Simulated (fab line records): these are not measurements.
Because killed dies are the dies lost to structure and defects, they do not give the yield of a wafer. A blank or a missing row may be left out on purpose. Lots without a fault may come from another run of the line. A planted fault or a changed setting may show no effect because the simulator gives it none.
fab line records -- flow sky130
record lots=12, wafers=34, last_day=49
route steps=708 shown LOCAL_INTERCONNECT@402 CONTACT@421 METAL1@439 PAD_OPEN@708
lots with no fault: from the same line, run without faults
start_h: the number of hours between the record's first day and the start of the first shown wafer of the lot -- wait_h: hours elapsed since this lot's preceding step -- " unchanged from the row above -- L1.1+2: a row that stands for several wafers -- - no value present, or no start provided -- * or withheld: withheld -- < > ~ a bound
route shown NAME@n: names a module that has steps shown in the file, with the first one's number in the route -- usual: mean/standard deviation taken from wafers without a fault -- same: alike in all rows -- chamber/n: place in a boat -- sites: per-site readings -- _std_site: standard deviation across them -- _edge_site: inner sites' mean taken away from outer sites' mean -- radius_mm: for every site, how far away it sits from the centre of the wafer -- mask NAME#n: copy n -- behind: the tool/chamber that last shaped the wafer -- hold: why the lot was held/for how many hours/how that ended -- device: whichever transistor did not switch (one of n, p or np) -- end of line: tests run on the same wafers once the route is complete -- for a step that has no rows: nothing shown but its recipe -- killed: at the first sort, the dies lost to defects and structure; wafer yield is something else -- map: dies across one wafer; x = killed, . = not, _ = none there
set.NAME: the setting the step ran with; set.NAME@STEP: the setting that earlier step ran with -- model.NAME: the simulator's own value behind a step, which no gauge read
steps of the route over a sample of lots; a table a step, a row a wafer
services: from which hour (start_h, from the record's first day; less than 0 if before it) a tool's chamber was out of use, for how many hours, and why
## steps
# step SKY_LOCAL_INTERCONNECT_STRIP_15
# recipe chemistry=O2/N2, power_w=1400, pressure_mtorr=1500, platen_temp_c=withheld, o2_flow_sccm=3000, n2_flow_sccm=300, overash_fraction=0.5
# usual drypump_motor_current_A=5.8/0.48, oes_product_au=0.428/0.0046, strip_time_to_endpoint_s=4.718/0.021
lot.wafer,tool,chamber,start_h,wait_h,drypump_motor_current_A,oes_product_au,rf_hours_counter_h,strip_time_to_endpoint_s
L736.1,plasma_asher-02,0,703.63,0.0,6.3,0.427,28,4.732
L736.4,plasma_asher-02,1,703.63,0.0,5.4,0.421,-,4.725
L736.5,plasma_asher-02,1,703.63,0.0,5.4,0.424,-,4.735
L737.2,plasma_asher-04,1,717.26,0.0,5.8,0.421,91,4.717
L737.3,plasma_asher-04,0,717.26,0.0,5.3,0.428,-,4.741
L737.5,plasma_asher-04,0,717.26,0.0,5.3,0.428,-,4.755
L738.2,plasma_asher-02,0,730.11,0.0,6.3,0.430,30,4.690
L738.3,plasma_asher-02,0,730.11,0.0,6.3,0.427,-,4.684
L738.4,plasma_asher-02,1,730.11,0.0,5.4,0.431,-,4.696
L739.1,plasma_asher-03,1,737.83,0.0,6.6,0.423,58,4.705
L739.3,plasma_asher-03,1,737.83,0.0,6.6,0.421,-,4.719
L739.5,plasma_asher-03,0,737.83,0.0,5.4,0.433,-,4.715
L742.1,plasma_asher-03,1,754.65,0.0,6.6,0.424,60,4.715
L742.2,plasma_asher-03,0,754.65,0.0,5.4,0.429,60,4.720
L742.3,plasma_asher-03,1,754.65,0.0,6.6,0.434,-,4.716
L745.3,plasma_asher-04,0,776.06,0.1,5.3,0.431,-,4.745
L745.5,plasma_asher-04,1,776.06,0.1,5.8,0.425,-,4.713
L745.6,plasma_asher-04,0,776.06,0.1,5.3,0.417,-,4.731
L746.3,plasma_asher-03,0,795.63,0.1,5.4,0.433,-,4.720
L746.4,plasma_asher-03,1,795.63,0.1,6.5,0.420,-,4.713
L746.5,plasma_asher-03,0,795.63,0.1,5.4,0.423,-,4.704
L747.2,plasma_asher-03,1,802.53,0.0,6.6,0.433,64,4.719
L747.4,plasma_asher-03,1,802.53,0.0,6.6,0.442,-,4.738
L747.5,plasma_asher-03,1,802.53,0.0,6.6,0.425,-,4.737
L752.2,plasma_asher-03,0,832.38,0.0,5.4,0.435,67,4.758
L752.3,plasma_asher-03,1,832.38,0.0,6.6,0.423,-,4.726
L754.1,plasma_asher-02,1,841.65,0.0,5.4,0.425,43,4.671
L754.2,plasma_asher-02,0,841.65,0.0,6.3,0.429,43,4.689
L754.4,plasma_asher-02,1,841.65,0.0,5.4,0.428,-,4.689
L756.1,plasma_asher-02,1,850.48,0.0,5.4,0.433,44,4.731
L756.3,plasma_asher-02,1,850.48,0.0,5.4,0.428,-,4.739
L758.2,plasma_asher-03,0,860.30,0.0,5.4,0.427,70,4.723
L758.3,plasma_asher-03,0,860.30,0.0,5.4,0.428,-,4.703
L758.6,plasma_asher-03,1,860.30,0.0,6.6,0.425,-,4.747
# step SKY_CONTACT_OVL_MEAS_15
# usual CONTACT_OVL=1/5.1
lot.wafer,tool,chamber,start_h,wait_h,CONTACT_OVL[nm]
L736.1,overlay-02,-,732.71,0.1,5
L736.4,overlay-02,-,732.71,0.1,9
L736.5,overlay-02,-,732.71,0.1,11
L737.2,overlay-01,-,745.64,0.1,0
L737.3,overlay-01,-,745.64,0.1,-4
L737.5,overlay-01,-,745.64,0.1,1
L738.2,overlay-01,-,758.09,0.1,5
L738.3,overlay-01,-,758.09,0.1,0
L738.4,overlay-01,-,758.09,0.1,-4
L739.1,overlay-02,-,765.98,0.1,7
L739.3,overlay-02,-,765.98,0.1,5
L739.5,overlay-02,-,765.98,0.1,5
L742.1,overlay-01,-,782.44,0.1,4
L742.2,overlay-01,-,782.44,0.1,3
L742.3,overlay-01,-,782.44,0.1,3
L745.3,overlay-02,-,803.47,0.1,6
L745.5,overlay-02,-,803.47,0.1,4
L745.6,overlay-02,-,803.47,0.1,5
L746.3,overlay-01,-,823.05,0.1,-5
L746.4,overlay-01,-,823.05,0.1,1
L746.5,overlay-01,-,823.05,0.1,-1
L747.2,overlay-01,-,830.05,0.1,5
L747.4,overlay-01,-,830.05,0.1,7
L747.5,overlay-01,-,830.05,0.1,5
L752.2,overlay-02,-,858.65,0.1,-8
L752.3,overlay-02,-,858.65,0.1,-5
L754.1,overlay-01,-,868.71,0.1,0
L754.2,overlay-01,-,868.71,0.1,-2
L754.4,overlay-01,-,868.71,0.1,-3
L756.1,overlay-02,-,878.34,0.1,-6
L756.3,overlay-02,-,878.34,0.1,2
L758.2,overlay-01,-,887.56,0.1,-7
L758.3,overlay-01,-,887.56,0.1,-13
L758.6,overlay-01,-,887.56,0.1,0
# step SKY_CONTACT_CVD_24
# recipe material=W, target_thk_nm=340, time_s=102.12, temp_c=400, pressure_torr=40
# usual heater_power_w=865/34, susceptor_temp_C=399.96/0.21
lot.wafer,tool,chamber,start_h,wait_h,heater_power_w,susceptor_temp_C
L736.1,cvd_w-02,0,733.57,0.0,855,400.01
L736.4,cvd_w-02,1,733.57,0.0,847,400.04
L736.5,cvd_w-02,1,733.57,0.0,862,400.09
L737.2,cvd_w-02,0,746.51,0.0,878,399.88
L737.3,cvd_w-02,1,746.51,0.0,868,399.62
L737.5,cvd_w-02,0,746.51,0.0,883,399.63
L738.2,cvd_w-01,1,758.96,0.0,906,400.00
L738.3,cvd_w-01,0,758.96,0.0,820,399.95
L738.4,cvd_w-01,1,758.96,0.0,873,399.73
L739.1,cvd_w-01,1,766.83,0.0,913,399.79
L739.3,cvd_w-01,1,766.83,0.0,905,400.18
L739.5,cvd_w-01,1,766.83,0.0,886,399.83
L742.1,cvd_w-02,0,783.28,0.0,892,400.21
L742.2,cvd_w-02,1,783.28,0.0,873,400.00
L742.3,cvd_w-02,0,783.28,0.0,880,400.18
L745.3,cvd_w-01,1,804.31,0.1,912,399.76
L745.5,cvd_w-01,0,804.31,0.1,805,399.96
L745.6,cvd_w-01,1,804.31,0.1,889,400.07
L746.3,cvd_w-02,0,823.90,0.1,901,399.96
L746.4,cvd_w-02,1,823.90,0.1,848,400.04
L746.5,cvd_w-02,0,823.90,0.1,881,399.69
L747.2,cvd_w-01,0,830.94,0.1,808,399.97
L747.4,cvd_w-01,0,830.94,0.1,813,400.12
L747.5,cvd_w-01,0,830.94,0.1,824,400.08
L752.2,cvd_w-01,0,859.54,0.1,813,400.01
L752.3,cvd_w-01,0,859.54,0.1,835,399.89
L754.1,cvd_w-01,0,869.56,0.0,822,399.76
L754.2,cvd_w-01,1,869.56,0.0,922,399.93
L754.4,cvd_w-01,0,869.56,0.0,824,399.81
L756.1,cvd_w-01,0,879.21,0.0,812,399.76
L756.3,cvd_w-01,1,879.21,0.0,893,399.99
L758.2,cvd_w-02,1,888.45,0.0,898,400.13
L758.3,cvd_w-02,0,888.45,0.0,871,400.16
L758.6,cvd_w-02,1,888.45,0.0,869,400.14
# step SKY_CONTACT_RS_MEAS_25
# recipe thk_meas_gauge=four-point-probe, reads=W_of_CONTACT_CVD_24+TiN_of_CONTACT_SPUTTER_23
# usual CONTACT_W_RS=0.339/0.004
lot.wafer,tool,chamber,start_h,wait_h,CONTACT_W_RS[ohm/sq]
L736.1,film_metro-03,-,733.68,0.1,0.343
L736.4,film_metro-03,-,733.68,0.1,0.338
L736.5,film_metro-03,-,733.68,0.1,0.339
L737.2,film_metro-01,-,746.64,0.1,0.336
L737.3,film_metro-01,-,746.64,0.1,0.336
L737.5,film_metro-01,-,746.64,0.1,0.338
L738.2,film_metro-02,-,759.09,0.1,0.345
L738.3,film_metro-02,-,759.09,0.1,0.342
L738.4,film_metro-02,-,759.09,0.1,0.342
L739.1,film_metro-01,-,766.94,0.1,0.342
L739.3,film_metro-01,-,766.94,0.1,0.342
L739.5,film_metro-01,-,766.94,0.1,0.339
L742.1,film_metro-01,-,783.39,0.1,0.345
L742.2,film_metro-01,-,783.39,0.1,0.347
L742.3,film_metro-01,-,783.39,0.1,0.347
L745.3,film_metro-01,-,804.42,0.1,0.338
L745.5,film_metro-01,-,804.42,0.1,0.339
L745.6,film_metro-01,-,804.42,0.1,0.338
L746.3,film_metro-03,-,824.01,0.1,0.337
L746.4,film_metro-03,-,824.01,0.1,0.337
L746.5,film_metro-03,-,824.01,0.1,0.340
L747.2,film_metro-03,-,831.15,0.2,0.339
L747.4,film_metro-03,-,831.15,0.2,0.343
L747.5,film_metro-03,-,831.15,0.2,0.342
L752.2,film_metro-01,-,859.74,0.2,0.340
L752.3,film_metro-01,-,859.74,0.2,0.359
L754.1,film_metro-01,-,869.67,0.1,0.357
L754.2,film_metro-01,-,869.67,0.1,0.343
L754.4,film_metro-01,-,869.67,0.1,0.343
L756.1,film_metro-01,-,879.32,0.1,0.355
L756.3,film_metro-01,-,879.32,0.1,0.360
L758.2,film_metro-03,-,888.58,0.1,0.335
L758.3,film_metro-03,-,888.58,0.1,0.338
L758.6,film_metro-03,-,888.58,0.1,0.338
# step SKY_CONTACT_THK_MEAS_26
# recipe thk_meas_gauge=xrf, reads=W_of_CONTACT_CVD_24
# usual CONTACT_W_THK=342/4.9
lot.wafer,tool,chamber,start_h,wait_h,CONTACT_W_THK[nm]
L736.1,film_metro-03,-,733.80,0.1,334
L736.4,film_metro-03,-,733.80,0.1,337
L736.5,film_metro-03,-,733.80,0.1,339
L737.2,film_metro-01,-,746.75,0.1,352
L737.3,film_metro-01,-,746.75,0.1,349
L737.5,film_metro-01,-,746.75,0.1,348
L738.2,film_metro-02,-,759.20,0.1,335
L738.3,film_metro-02,-,759.20,0.1,337
L738.4,film_metro-02,-,759.20,0.1,339
L739.1,film_metro-01,-,767.06,0.1,346
L739.3,film_metro-01,-,767.06,0.1,345
L739.5,film_metro-01,-,767.06,0.1,344
L742.1,film_metro-01,-,783.51,0.1,339
L742.2,film_metro-01,-,783.51,0.1,337
L742.3,film_metro-01,-,783.51,0.1,339
L745.3,film_metro-01,-,804.52,0.1,347
L745.5,film_metro-01,-,804.52,0.1,348
L745.6,film_metro-01,-,804.52,0.1,347
L746.3,film_metro-03,-,824.11,0.1,345
L746.4,film_metro-03,-,824.11,0.1,344
L746.5,film_metro-03,-,824.11,0.1,340
L747.2,film_metro-03,-,831.26,0.1,339
L747.4,film_metro-03,-,831.26,0.1,334
L747.5,film_metro-03,-,831.26,0.1,338
L752.2,film_metro-01,-,859.85,0.1,342
L752.3,film_metro-01,-,859.85,0.1,322
L754.1,film_metro-01,-,869.79,0.1,327
L754.2,film_metro-01,-,869.79,0.1,340
L754.4,film_metro-01,-,869.79,0.1,340
L756.1,film_metro-01,-,879.44,0.1,328
L756.3,film_metro-01,-,879.44,0.1,324
L758.2,film_metro-03,-,888.69,0.1,343
L758.3,film_metro-03,-,888.69,0.1,341
L758.6,film_metro-03,-,888.69,0.1,340
# step SKY_METAL1_RS_MEAS_05
# recipe thk_meas_gauge=four-point-probe, reads=TiN_of_METAL1_SPUTTER_04+Ti_of_METAL1_SPUTTER_03+AlCu_of_METAL1_SPUTTER_02+TiN_of_METAL1_SPUTTER_01+Ti_of_METAL1_SPUTTER_00
# usual METAL1_ALCU_RS=0.1268/0.0011
lot.wafer,tool,chamber,start_h,wait_h,METAL1_ALCU_RS[ohm/sq]
L736.1,film_metro-03,-,734.30,0.0,0.1287
L736.4,film_metro-03,-,734.30,0.0,0.1283
L736.5,film_metro-03,-,734.30,0.0,0.1268
L737.2,film_metro-03,-,747.49,0.0,0.1279
L737.3,film_metro-03,-,747.49,0.0,0.1277
L737.5,film_metro-03,-,747.49,0.0,0.1275
L738.2,film_metro-03,-,759.71,0.0,0.1261
L738.3,film_metro-03,-,759.71,0.0,0.1257
L738.4,film_metro-03,-,759.71,0.0,0.1256
L739.1,film_metro-03,-,767.56,0.0,0.1257
L739.3,film_metro-03,-,767.56,0.0,0.1252
L739.5,film_metro-03,-,767.56,0.0,0.1266
L742.1,film_metro-02,-,784.01,0.0,0.1271
L742.2,film_metro-02,-,784.01,0.0,0.1284
L742.3,film_metro-02,-,784.01,0.0,0.1280
L745.3,film_metro-02,-,805.04,0.1,0.1252
L745.5,film_metro-02,-,805.04,0.1,0.1256
L745.6,film_metro-02,-,805.04,0.1,0.1267
L746.3,film_metro-04,-,824.66,0.1,0.1271
L746.4,film_metro-04,-,824.66,0.1,0.1275
L746.5,film_metro-04,-,824.66,0.1,0.1279
L747.2,film_metro-03,-,831.77,0.0,0.1267
L747.4,film_metro-03,-,831.77,0.0,0.1266
L747.5,film_metro-03,-,831.77,0.0,0.1261
L752.2,film_metro-03,-,860.36,0.0,0.1257
L752.3,film_metro-03,-,860.36,0.0,0.1264
L754.1,film_metro-04,-,870.29,0.0,0.1255
L754.2,film_metro-04,-,870.29,0.0,0.1237
L754.4,film_metro-04,-,870.29,0.0,0.1257
L756.1,film_metro-03,-,879.94,0.0,0.1269
L756.3,film_metro-03,-,879.94,0.0,0.1285
L758.2,film_metro-02,-,889.20,0.0,0.1257
L758.3,film_metro-02,-,889.20,0.0,0.1241
L758.6,film_metro-02,-,889.20,0.0,0.1242
# step SKY_PAD_OPEN_PROBE_99
# usual killed_at_M0_to_M3=43/7.3, killed_at_M4_up=3.2/1.8, killed_at_contacts=24/5.8, killed_at_front_end=16/4.5, killed_at_other=0.3/0.53, killed_dies=87/9.9, killed_on_rim=17/3.8, killed_open=48/6.8, killed_short=39/6.9
# same gross_dies=492, killed_at_back_side=0
lot.wafer,tool,chamber,start_h,wait_h,killed_at_M0_to_M3,killed_at_M4_up,killed_at_contacts,killed_at_front_end,killed_at_other,killed_dies,killed_on_rim,killed_open,killed_short
L747.2,prober-01,-,1144.94,0.1,40,3,21,14,0,78,15,42,36
L747.4,prober-01,-,1145.04,0.2,38,1,33,18,0,90,22,54,36
L747.5,prober-01,-,1145.09,0.2,36,4,16,19,1,76,13,45,31
L754.1,prober-01,-,1173.23,0.1,34,9,26,23,1,93,16,46,47
L754.2,prober-01,-,1173.28,0.1,52,1,16,27,0,96,17,48,48
L754.4,prober-01,-,1173.38,0.2,45,4,29,17,0,95,12,52,43
L756.1,prober-01,-,1177.06,0.1,39,1,25,8,0,73,16,44,29
L756.3,prober-01,-,1177.16,0.2,39,2,22,7,0,70,11,42,28
# killed by level:class
L747.2 FIELD_ISO:geometric_particle:open=7 LI_CONTACT:geometric_particle:open=7 CONTACT:geometric_particle:open=6 VIA1:geometric_particle:open=6 VIA1:geometric_particle:short=6 VIA2:geometric_particle:open=6 VIA3:geometric_particle:open=6 METAL1:geometric_particle:short=4
L747.4 LI_CONTACT:geometric_particle:open=13 VIA1:geometric_particle:open=13 CONTACT:geometric_particle:open=9 METAL1:geometric_particle:short=7 FIELD_ISO:geometric_particle:open=5 LOCAL_INTERCONNECT:geometric_particle:short=4 VIA2:geometric_particle:short=4 POLY_GATE:geometric_particle:open=3
L747.5 VIA1:geometric_particle:open=8 POLY_GATE:geometric_particle:open=7 VIA3:geometric_particle:open=7 CONTACT:geometric_particle:open=6 METAL1:geometric_particle:short=4 VIA3:geometric_particle:short=4 FIELD_ISO:geometric_particle:open=3 POLY_GATE:geometric_particle:short=3
L754.1 CONTACT:geometric_particle:open=11 VIA1:geometric_particle:open=11 FIELD_ISO:geometric_particle:short=8 METAL2:geometric_particle:short=7 FIELD_ISO:geometric_particle:open=6 POLY_GATE:geometric_particle:short=5 LI_CONTACT:geometric_particle:open=5 METAL4:geometric_particle:short=5
L754.2 VIA3:geometric_particle:open=10 CONTACT:geometric_particle:open=9 FIELD_ISO:geometric_particle:short=8 VIA1:geometric_particle:open=8 METAL1:geometric_particle:short=8 FIELD_ISO:geometric_particle:open=5 POLY_GATE:geometric_particle:short=5 METAL2:geometric_particle:short=5
L754.4 CONTACT:geometric_particle:open=11 VIA1:geometric_particle:open=10 LI_CONTACT:geometric_particle:open=8 METAL2:geometric_particle:short=8 VIA2:geometric_particle:open=7 POLY_GATE:geometric_particle:open=6 METAL1:geometric_particle:short=5 METAL3:geometric_particle:short=5
L756.1 VIA3:geometric_particle:open=12 VIA2:geometric_particle:open=10 LI_CONTACT:geometric_particle:open=8 LOCAL_INTERCONNECT:geometric_particle:short=8 CONTACT:geometric_particle:open=6 METAL1:geometric_particle:short=6 METAL2:geometric_particle:short=4 FIELD_ISO:geometric_particle:open=3
L756.3 CONTACT:geometric_particle:open=11 VIA1:geometric_particle:open=8 VIA2:geometric_particle:open=7 VIA3:geometric_particle:open=5 FIELD_ISO:geometric_particle:short=4 METAL1:geometric_particle:short=4 LI_CONTACT:geometric_particle:open=3 VIA2:geometric_particle:short=3
## services
tool,chamber,start_h,hours,kind
cvd_w-01,-,689.00,0.3,repair
cvd_w-02,-,692.08,0.7,repair
plasma_asher-03,-,701.12,5.1,repair
plasma_asher-04,-,709.80,4.5,repair
plasma_asher-04,-,714.29,2.8,pm
cvd_w-01,-,736.57,6.9,pm
cvd_w-02,0,756.93,6.5,repair
cvd_w-02,-,766.53,0.5,repair
plasma_asher-03,-,789.53,5.8,repair
plasma_asher-03,-,797.00,2.9,repair
cvd_w-02,0,824.55,13.3,repair
cvd_w-01,0,825.11,5.3,repair
cvd_w-01,1,829.04,9.6,repair
plasma_asher-02,-,843.76,0.5,repair
cvd_w-01,1,856.07,4.7,repair
plasma_asher-04,-,870.05,0.7,repair
cvd_w-01,-,870.89,5.2,repair
plasma_asher-03,-,880.53,1.2,repair
## key
first_sign step=SKY_CONTACT_RS_MEAS_25, reading=CONTACT_W_RS, direction=up, sigmas=4.7, usual=0.339, struck=0.358
effect step=SKY_CONTACT_THK_MEAS_26, reading=CONTACT_W_THK, direction=down, sigmas=3.3, usual=342, struck=325
met_at SKY_CONTACT_CVD_24
struck_lots L752,L754,L756
struck_wafers L752.3,L754.1,L756.1,L756.3
tester_left_out L752,L754,L756
not_acting_at SKY_LOCAL_INTERCONNECT_STRIP_15,SKY_CONTACT_OVL_MEAS_15,SKY_METAL1_RS_MEAS_05
onset_between 830.94 859.54
fault kind=process_parameter_drift, tool=cvd_w-01, chamber=-, onset_h=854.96, steps=SKY_CONTACT_CVD_24, channel=target_thk_nm, offset=-16.578, shape=step, end_h=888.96, scope=struck_wafers_only, acts_in=these_recipes_only, stated=340
# tester_left_out: of these lots the tester's yield and bins aren't shown, on N5 and GAA mostly nor the transistor test; their killed dies are dies lost to structure and defects alone, not to doping, threshold or leakage, so they don't give the yield
